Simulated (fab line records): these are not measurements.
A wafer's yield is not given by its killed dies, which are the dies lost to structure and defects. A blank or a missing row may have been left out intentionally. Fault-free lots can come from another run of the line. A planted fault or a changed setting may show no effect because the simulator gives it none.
fab line records / flow gf180mcu / part 2 of 2: steps 30 to 41 of 41
record lots=5 wafers=15 lastDay=32
route steps=602 shown MIM@508 M5@526 V5@540
lots that met no fault: taken from a fault-free run of the same line
startH: the number of hours between the record's first day and the start of the first shown wafer of the lot / waitH: hours since the lot's step before / " the same as in the row above / L1.1+2: a single row standing in for several wafers / - no value, or no start was given / * or withheld: withheld / < > ~ a bound
route shown NAME@n: a module of which the file shows steps, and the number in the route of the first / usual: mean/standard deviation taken from wafers without a fault / same: alike in all rows / chamber/n: place in a boat / sites: each site's reading / _std_site: the values' standard deviation / _edge_site: inner sites' mean taken away from outer sites' mean / radiusMm: for every site, how far away it sits from the centre of the wafer / mask NAME#n: copy n / behind: the tool/chamber that last shaped the wafer / hold: cause of the lot's hold/its duration in hours/its outcome / device: whichever transistor did not switch (one of n, p or np) / end of line: at the end of the route, the tests of the same wafers / a step without rows: its recipe alone / killed: count of dies lost to structure and defects at first sort (not the wafer's yield) / map: the dies of a wafer, with x for killed, . for not killed, _ for no die there
set.NAME: the setting that was run; set.NAME@STEP: the one run at that earlier step / model.NAME: the simulator's own value behind a step, which no gauge read
lots at some steps of the route; a table a step, a row a wafer
services: when a tool's chamber went out of use (startH, in hours from the record's first day, below 0 if earlier), for how many hours, and the reason
## steps
# step GF_M5_STRIP_11
# recipe chemistry=O2/N2 powerW=1400 pressureMtorr=1500 platenTempC=250 o2FlowSccm=3000 n2FlowSccm=300 overashFraction=0.5
# usual drypumpMotorCurrentA=5.9/0.53 heaterPowerW=333/25 oesProductAu=0.544/0.0048 stripTimeToEndpointS=7.53/0.046
lot.wafer=L075.1 tool=plasmaAsher-01 chamber=0 startH=615.13 waitH=0.1 drypumpMotorCurrentA=4.9 heaterPowerW=365 oesProductAu=0.536 rfHoursCounterH=81 stripTimeToEndpointS=7.49
lot.wafer=L075.4 tool=plasmaAsher-01 chamber=1 startH=615.13 waitH=0.1 drypumpMotorCurrentA=5.8 heaterPowerW=335 oesProductAu=0.552 rfHoursCounterH=- stripTimeToEndpointS=7.51
lot.wafer=L075.5 tool=plasmaAsher-01 chamber=1 startH=615.13 waitH=0.1 drypumpMotorCurrentA=5.8 heaterPowerW=331 oesProductAu=0.538 rfHoursCounterH=- stripTimeToEndpointS=7.50
lot.wafer=L076.2 tool=plasmaAsher-02 chamber=1 startH=621.56 waitH=0.1 drypumpMotorCurrentA=5.9 heaterPowerW=319 oesProductAu=0.541 rfHoursCounterH=53 stripTimeToEndpointS=7.48
lot.wafer=L076.3 tool=plasmaAsher-02 chamber=0 startH=621.56 waitH=0.1 drypumpMotorCurrentA=6.1 heaterPowerW=355 oesProductAu=0.540 rfHoursCounterH=- stripTimeToEndpointS=7.52
lot.wafer=L076.6 tool=plasmaAsher-02 chamber=0 startH=621.56 waitH=0.1 drypumpMotorCurrentA=6.2 heaterPowerW=355 oesProductAu=0.542 rfHoursCounterH=- stripTimeToEndpointS=7.52
lot.wafer=L077.2 tool=plasmaAsher-04 chamber=1 startH=628.16 waitH=0.1 drypumpMotorCurrentA=5.4 heaterPowerW=349 oesProductAu=0.536 rfHoursCounterH=21 stripTimeToEndpointS=7.49
lot.wafer=L077.5 tool=plasmaAsher-04 chamber=1 startH=628.16 waitH=0.1 drypumpMotorCurrentA=5.4 heaterPowerW=346 oesProductAu=0.541 rfHoursCounterH=- stripTimeToEndpointS=7.50
lot.wafer=L077.6 tool=plasmaAsher-04 chamber=0 startH=628.16 waitH=0.1 drypumpMotorCurrentA=6.7 heaterPowerW=296 oesProductAu=0.538 rfHoursCounterH=- stripTimeToEndpointS=7.46
lot.wafer=L081.3 tool=plasmaAsher-02 chamber=1 startH=660.18 waitH=0.1 drypumpMotorCurrentA=5.9 heaterPowerW=321 oesProductAu=0.542 rfHoursCounterH=- stripTimeToEndpointS=7.59
lot.wafer=L081.5 tool=plasmaAsher-02 chamber=0 startH=660.18 waitH=0.1 drypumpMotorCurrentA=6.2 heaterPowerW=356 oesProductAu=0.546 rfHoursCounterH=- stripTimeToEndpointS=7.51
lot.wafer=L081.6 tool=plasmaAsher-02 chamber=1 startH=660.18 waitH=0.1 drypumpMotorCurrentA=5.9 heaterPowerW=328 oesProductAu=0.547 rfHoursCounterH=- stripTimeToEndpointS=7.62
lot.wafer=L087.2 tool=plasmaAsher-01 chamber=1 startH=710.02 waitH=0.1 drypumpMotorCurrentA=5.8 heaterPowerW=337 oesProductAu=0.550 rfHoursCounterH=91 stripTimeToEndpointS=7.50
lot.wafer=L087.3 tool=plasmaAsher-01 chamber=0 startH=710.02 waitH=0.1 drypumpMotorCurrentA=4.9 heaterPowerW=369 oesProductAu=0.550 rfHoursCounterH=- stripTimeToEndpointS=7.48
lot.wafer=L087.6 tool=plasmaAsher-01 chamber=0 startH=710.02 waitH=0.1 drypumpMotorCurrentA=4.9 heaterPowerW=371 oesProductAu=0.536 rfHoursCounterH=- stripTimeToEndpointS=7.49
# step GF_M5_STRIP_12
# recipe chemistry=postEtchResidueRemover timeS=1200 tempC=72.5
lot.wafer=L075.1+4+5 tool=wetBench-02 chamber=2 startH=615.24 waitH=0.1
lot.wafer=L076.2+3+6 tool=wetBench-01 chamber=3 startH=621.66 waitH=0.1
lot.wafer=L077.2+5+6 tool=wetBench-03 chamber=2 startH=628.26 waitH=0.1
lot.wafer=L081.3+5+6 tool=wetBench-02 chamber=3 startH=660.24 waitH=0.0
lot.wafer=L087.2+3+6 tool=wetBench-01 chamber=2 startH=710.15 waitH=0.1
# step GF_M5_CLEAN_13
# recipe chemistry=DIW dry=n2Spin
lot.wafer=L075.1+4+5 tool=wetBench-03 chamber=1 startH=615.58 waitH=0.0
lot.wafer=L076.2+3+6 tool=wetBench-03 chamber=2 startH=622.34 waitH=0.0
lot.wafer=L077.2+5+6 tool=wetBench-01 chamber=2 startH=628.60 waitH=0.0
lot.wafer=L081.3+5+6 tool=wetBench-03 chamber=2 startH=660.59 waitH=0.0
lot.wafer=L087.2+3+6 tool=wetBench-02 chamber=2 startH=710.49 waitH=0.0
# step GF_V5_CVD_00
# recipe material=SiO2 targetThkNm=300 sigmaOpenFrac=0.3 tempC=400 timeS=50 sih4FlowSccm=60 pressureMtorr=6
lot.wafer=L075.1+4+5 tool=hdpcvd-01 chamber=0,1,2 startH=615.67 waitH=0.0
lot.wafer=L076.2+3+6 tool=hdpcvd-01 chamber=2,1,2 startH=622.43 waitH=0.0
lot.wafer=L077.2+5+6 tool=hdpcvd-01 chamber=0,1,0 startH=628.78 waitH=0.0
lot.wafer=L081.3+5+6 tool=hdpcvd-02 chamber=1,2,0 startH=660.77 waitH=0.0
lot.wafer=L087.2+3+6 tool=hdpcvd-02 chamber=0,1,1 startH=710.59 waitH=0.0
# step GF_V5_THK_MEAS_01
# recipe reads=SiO2_of_V5_CVD_00
# usual V5_CVD_00_THK=298/3.6
lot.wafer=L075.1 tool=filmMetro-02 chamber=- startH=615.72 waitH=0.0 V5_CVD_00_THK[nm]=298
lot.wafer=L075.4 tool=filmMetro-02 chamber=- startH=615.72 waitH=0.0 V5_CVD_00_THK[nm]=296
lot.wafer=L075.5 tool=filmMetro-02 chamber=- startH=615.72 waitH=0.0 V5_CVD_00_THK[nm]=301
lot.wafer=L076.2 tool=filmMetro-03 chamber=- startH=622.49 waitH=0.0 V5_CVD_00_THK[nm]=297
lot.wafer=L076.3 tool=filmMetro-03 chamber=- startH=622.49 waitH=0.0 V5_CVD_00_THK[nm]=296
lot.wafer=L076.6 tool=filmMetro-03 chamber=- startH=622.49 waitH=0.0 V5_CVD_00_THK[nm]=298
lot.wafer=L077.2 tool=filmMetro-02 chamber=- startH=628.84 waitH=0.0 V5_CVD_00_THK[nm]=296
lot.wafer=L077.5 tool=filmMetro-02 chamber=- startH=628.84 waitH=0.0 V5_CVD_00_THK[nm]=298
lot.wafer=L077.6 tool=filmMetro-02 chamber=- startH=628.84 waitH=0.0 V5_CVD_00_THK[nm]=297
lot.wafer=L081.3 tool=filmMetro-01 chamber=- startH=660.83 waitH=0.0 V5_CVD_00_THK[nm]=300
lot.wafer=L081.5 tool=filmMetro-01 chamber=- startH=660.83 waitH=0.0 V5_CVD_00_THK[nm]=301
lot.wafer=L081.6 tool=filmMetro-01 chamber=- startH=660.83 waitH=0.0 V5_CVD_00_THK[nm]=297
lot.wafer=L087.2 tool=filmMetro-01 chamber=- startH=710.64 waitH=0.0 V5_CVD_00_THK[nm]=295
lot.wafer=L087.3 tool=filmMetro-01 chamber=- startH=710.64 waitH=0.0 V5_CVD_00_THK[nm]=301
lot.wafer=L087.6 tool=filmMetro-01 chamber=- startH=710.64 waitH=0.0 V5_CVD_00_THK[nm]=301
# step GF_V5_CVD_02
# recipe material=SiO2 targetThkNm=1450 precursor=TEOS tempC=400 timeS=163.28 rfW=600
# usual heaterPowerW=682/99
lot.wafer=L075.1 tool=pecvd-04 chamber=2 startH=615.78 waitH=0.1 heaterPowerW=615
lot.wafer=L075.4 tool=pecvd-04 chamber=0 startH=615.78 waitH=0.1 heaterPowerW=675
lot.wafer=L075.5 tool=pecvd-04 chamber=2 startH=615.78 waitH=0.1 heaterPowerW=687
lot.wafer=L076.2 tool=pecvd-04 chamber=2 startH=622.54 waitH=0.0 heaterPowerW=594
lot.wafer=L076.3 tool=pecvd-04 chamber=1 startH=622.54 waitH=0.0 heaterPowerW=823
lot.wafer=L076.6 tool=pecvd-04 chamber=2 startH=622.54 waitH=0.0 heaterPowerW=678
lot.wafer=L077.2 tool=pecvd-01 chamber=0 startH=628.89 waitH=0.0 heaterPowerW=665
lot.wafer=L077.5 tool=pecvd-01 chamber=2 startH=628.89 waitH=0.0 heaterPowerW=865
lot.wafer=L077.6 tool=pecvd-01 chamber=1 startH=628.89 waitH=0.0 heaterPowerW=775
lot.wafer=L081.3 tool=pecvd-04 chamber=2 startH=660.87 waitH=0.0 heaterPowerW=711
lot.wafer=L081.5 tool=pecvd-04 chamber=2 startH=660.87 waitH=0.0 heaterPowerW=557
lot.wafer=L081.6 tool=pecvd-04 chamber=1 startH=660.87 waitH=0.0 heaterPowerW=803
lot.wafer=L087.2 tool=pecvd-04 chamber=1 startH=710.69 waitH=0.0 heaterPowerW=740
lot.wafer=L087.3 tool=pecvd-04 chamber=0 startH=710.69 waitH=0.0 heaterPowerW=629
lot.wafer=L087.6 tool=pecvd-04 chamber=0 startH=710.69 waitH=0.0 heaterPowerW=702
# step GF_V5_THK_MEAS_03
# recipe reads=SiO2_of_V5_CVD_02
# usual V5_CVD_02_THK=1451/19
lot.wafer=L075.1 tool=filmMetro-03 chamber=- startH=615.88 waitH=0.1 V5_CVD_02_THK[nm]=1419
lot.wafer=L075.4 tool=filmMetro-03 chamber=- startH=615.88 waitH=0.1 V5_CVD_02_THK[nm]=1439
lot.wafer=L075.5 tool=filmMetro-03 chamber=- startH=615.88 waitH=0.1 V5_CVD_02_THK[nm]=1444
lot.wafer=L076.2 tool=filmMetro-01 chamber=- startH=622.65 waitH=0.1 V5_CVD_02_THK[nm]=1454
lot.wafer=L076.3 tool=filmMetro-01 chamber=- startH=622.65 waitH=0.1 V5_CVD_02_THK[nm]=1451
lot.wafer=L076.6 tool=filmMetro-01 chamber=- startH=622.65 waitH=0.1 V5_CVD_02_THK[nm]=1471
lot.wafer=L077.2 tool=filmMetro-01 chamber=- startH=629.00 waitH=0.1 V5_CVD_02_THK[nm]=1415
lot.wafer=L077.5 tool=filmMetro-01 chamber=- startH=629.00 waitH=0.1 V5_CVD_02_THK[nm]=1461
lot.wafer=L077.6 tool=filmMetro-01 chamber=- startH=629.00 waitH=0.1 V5_CVD_02_THK[nm]=1456
lot.wafer=L081.3 tool=filmMetro-03 chamber=- startH=661.00 waitH=0.1 V5_CVD_02_THK[nm]=1450
lot.wafer=L081.5 tool=filmMetro-03 chamber=- startH=661.00 waitH=0.1 V5_CVD_02_THK[nm]=1484
lot.wafer=L081.6 tool=filmMetro-03 chamber=- startH=661.00 waitH=0.1 V5_CVD_02_THK[nm]=1474
lot.wafer=L087.2 tool=filmMetro-01 chamber=- startH=710.81 waitH=0.1 V5_CVD_02_THK[nm]=1464
lot.wafer=L087.3 tool=filmMetro-01 chamber=- startH=710.81 waitH=0.1 V5_CVD_02_THK[nm]=1446
lot.wafer=L087.6 tool=filmMetro-01 chamber=- startH=710.81 waitH=0.1 V5_CVD_02_THK[nm]=1462
# step GF_V5_CMP_04
# recipe material=SiO2 downForcePsi=4 platenRpm=60 padVelocityMS=0.94248
# usual edgeZonePressureFrac=1.000/0.0051 headPressurePsi=3.999/0.0091 motorCurrentA=11.9/1.1 slurryFlowMlMin=150.1/0.44
lot.wafer=L075.4 tool=cmp-01 chamber=1 startH=615.94 waitH=0.0 edgeZonePressureFrac=0.996 headPressurePsi=4.013 motorCurrentA=12.7 slurryFlowMlMin=149.6
lot.wafer=L075.1 tool=cmp-01 chamber=2 startH=615.94 waitH=0.0 edgeZonePressureFrac=0.999 headPressurePsi=3.999 motorCurrentA=11.3 slurryFlowMlMin=150.0
lot.wafer=L075.5 tool=cmp-01 chamber=1 startH=615.94 waitH=0.0 edgeZonePressureFrac=1.007 headPressurePsi=4.018 motorCurrentA=12.5 slurryFlowMlMin=149.9
lot.wafer=L076.2 tool=cmp-02 chamber=0 startH=622.70 waitH=0.0 edgeZonePressureFrac=1.000 headPressurePsi=3.979 motorCurrentA=12.9 slurryFlowMlMin=150.5
lot.wafer=L076.3 tool=cmp-02 chamber=2 startH=622.70 waitH=0.0 edgeZonePressureFrac=0.993 headPressurePsi=3.990 motorCurrentA=10.3 slurryFlowMlMin=150.5
lot.wafer=L076.6 tool=cmp-02 chamber=1 startH=622.70 waitH=0.0 edgeZonePressureFrac=1.007 headPressurePsi=4.001 motorCurrentA=12.5 slurryFlowMlMin=150.7
lot.wafer=L077.2 tool=cmp-01 chamber=1 startH=629.05 waitH=0.0 edgeZonePressureFrac=0.996 headPressurePsi=4.000 motorCurrentA=12.5 slurryFlowMlMin=149.9
lot.wafer=L077.6 tool=cmp-01 chamber=1 startH=629.05 waitH=0.0 edgeZonePressureFrac=0.993 headPressurePsi=3.991 motorCurrentA=12.1 slurryFlowMlMin=150.0
lot.wafer=L077.5 tool=cmp-01 chamber=2 startH=629.05 waitH=0.0 edgeZonePressureFrac=1.000 headPressurePsi=3.990 motorCurrentA=11.6 slurryFlowMlMin=150.1
lot.wafer=L081.3 tool=cmp-02 chamber=3 startH=661.19 waitH=0.2 edgeZonePressureFrac=0.995 headPressurePsi=4.015 motorCurrentA=10.6 slurryFlowMlMin=149.8
lot.wafer=L081.5 tool=cmp-02 chamber=0 startH=661.19 waitH=0.2 edgeZonePressureFrac=1.007 headPressurePsi=3.991 motorCurrentA=13.2 slurryFlowMlMin=150.3
lot.wafer=L081.6 tool=cmp-02 chamber=1 startH=661.19 waitH=0.2 edgeZonePressureFrac=0.992 headPressurePsi=3.996 motorCurrentA=13.7 slurryFlowMlMin=150.8
lot.wafer=L087.3 tool=cmp-02 chamber=1 startH=710.86 waitH=0.0 edgeZonePressureFrac=0.999 headPressurePsi=4.008 motorCurrentA=12.2 slurryFlowMlMin=150.3
lot.wafer=L087.2 tool=cmp-02 chamber=0 startH=710.86 waitH=0.0 edgeZonePressureFrac=1.001 headPressurePsi=4.005 motorCurrentA=13.0 slurryFlowMlMin=149.8
lot.wafer=L087.6 tool=cmp-02 chamber=2 startH=710.86 waitH=0.0 edgeZonePressureFrac=1.000 headPressurePsi=4.001 motorCurrentA=9.9 slurryFlowMlMin=149.8
# step GF_V5_BOW_MEAS_05
# recipe mode=bow
# usual V5_BOW=133/9.2
lot.wafer=L075.1 tool=filmMetro-03 chamber=- startH=616.24 waitH=0.2 V5_BOW[um]=115
lot.wafer=L075.4 tool=filmMetro-03 chamber=- startH=616.24 waitH=0.2 V5_BOW[um]=132
lot.wafer=L075.5 tool=filmMetro-03 chamber=- startH=616.24 waitH=0.2 V5_BOW[um]=118
lot.wafer=L076.2 tool=filmMetro-02 chamber=- startH=623.02 waitH=0.3 V5_BOW[um]=138
lot.wafer=L076.3 tool=filmMetro-02 chamber=- startH=623.02 waitH=0.3 V5_BOW[um]=136
lot.wafer=L076.6 tool=filmMetro-02 chamber=- startH=623.02 waitH=0.3 V5_BOW[um]=147
lot.wafer=L077.2 tool=filmMetro-03 chamber=- startH=629.37 waitH=0.3 V5_BOW[um]=141
lot.wafer=L077.5 tool=filmMetro-03 chamber=- startH=629.37 waitH=0.3 V5_BOW[um]=134
lot.wafer=L077.6 tool=filmMetro-03 chamber=- startH=629.37 waitH=0.3 V5_BOW[um]=131
lot.wafer=L081.3 tool=filmMetro-03 chamber=- startH=661.38 waitH=0.1 V5_BOW[um]=127
lot.wafer=L081.5 tool=filmMetro-03 chamber=- startH=661.38 waitH=0.1 V5_BOW[um]=133
lot.wafer=L081.6 tool=filmMetro-03 chamber=- startH=661.38 waitH=0.1 V5_BOW[um]=139
lot.wafer=L087.2 tool=filmMetro-01 chamber=- startH=711.18 waitH=0.1 V5_BOW[um]=136
lot.wafer=L087.3 tool=filmMetro-01 chamber=- startH=711.18 waitH=0.1 V5_BOW[um]=134
lot.wafer=L087.6 tool=filmMetro-01 chamber=- startH=711.18 waitH=0.1 V5_BOW[um]=134
# step GF_V5_DEHYDRATE_06
# recipe tempC=200 timeS=60
lot.wafer=L075.1+4+5 tool=lithoTrack-03 chamber=0 startH=625.72 waitH=9.5
lot.wafer=L076.2+3+6 tool=lithoTrack-03 chamber=0 startH=633.24 waitH=10.2
lot.wafer=L077.2+5+6 tool=lithoTrack-01 chamber=0 startH=638.51 waitH=9.1
lot.wafer=L081.3+5+6 tool=lithoTrack-02 chamber=0 startH=670.50 waitH=9.1
lot.wafer=L087.2+3+6 tool=lithoTrack-01 chamber=0 startH=719.16 waitH=8.0
# step GF_V5_HMDS_07
# recipe primeTimeS=60 primeTempC=120
lot.wafer=L075.1+4+5 tool=lithoTrack-03 chamber=0 startH=625.87 waitH=0.1
lot.wafer=L076.2+3+6 tool=lithoTrack-03 chamber=0 startH=633.39 waitH=0.1
lot.wafer=L077.2+5+6 tool=lithoTrack-01 chamber=0 startH=638.66 waitH=0.1
lot.wafer=L081.3+5+6 tool=lithoTrack-02 chamber=0 startH=670.65 waitH=0.1
lot.wafer=L087.2+3+6 tool=lithoTrack-01 chamber=0 startH=719.31 waitH=0.1
# step GF_V5_COAT_08
# recipe resist=BARC tempC=withheld timeS=withheld spinRpm=withheld resistThkNm=withheld
lot.wafer=L075.1+4+5 tool=lithoTrack-03 chamber=0 startH=626.02 waitH=0.1
lot.wafer=L076.2+3+6 tool=lithoTrack-03 chamber=0 startH=633.54 waitH=0.1
lot.wafer=L077.2+5+6 tool=lithoTrack-01 chamber=0 startH=638.81 waitH=0.1
lot.wafer=L081.3+5+6 tool=lithoTrack-02 chamber=0 startH=670.80 waitH=0.1
lot.wafer=L087.2+3+6 tool=lithoTrack-01 chamber=0 startH=719.46 waitH=0.1
## services
tool=ilineStepper-02 chamber=- startH=549.53 hours=3.2 kind=repair
tool=krfScanner-01 chamber=- startH=550.66 hours=1.0 kind=pm
tool=rieMetal-01 chamber=1 startH=552.93 hours=1.5 kind=repair
tool=plasmaAsher-02 chamber=- startH=557.39 hours=0.8 kind=repair
tool=ilineStepper-02 chamber=- startH=559.52 hours=1.7 kind=pm
tool=plasmaAsher-02 chamber=- startH=561.91 hours=1.3 kind=repair
tool=rieMetal-04 chamber=- startH=562.94 hours=2.8 kind=pm
tool=krfScanner-01 chamber=- startH=567.09 hours=1.3 kind=pm
tool=cmp-02 chamber=- startH=572.55 hours=4.0 kind=pm
tool=pecvd-01 chamber=- startH=573.91 hours=0.4 kind=repair
tool=pvdSputter-04 chamber=- startH=577.63 hours=2.6 kind=repair
tool=cmp-02 chamber=- startH=580.83 hours=12.1 kind=pm
tool=krfScanner-01 chamber=- startH=583.30 hours=4.4 kind=pm
tool=krfScanner-01 chamber=- startH=592.04 hours=0.3 kind=repair
tool=rieDiel-04 chamber=3 startH=592.69 hours=3.0 kind=repair
tool=plasmaAsher-02 chamber=- startH=609.34 hours=7.0 kind=repair
tool=krfScanner-01 chamber=- startH=642.02 hours=2.7 kind=repair
tool=krfScanner-01 chamber=- startH=661.45 hours=0.8 kind=pm
tool=rieMetal-01 chamber=- startH=669.90 hours=2.8 kind=pm
tool=cmp-02 chamber=- startH=688.54 hours=10.0 kind=pm
tool=wetBench-02 chamber=- startH=690.16 hours=4.0 kind=repair
tool=pecvd-01 chamber=- startH=693.44 hours=1.3 kind=repair
tool=pvdSputter-01 chamber=- startH=709.74 hours=7.9 kind=repair
tool=rieDiel-04 chamber=2 startH=710.91 hours=5.3 kind=repair
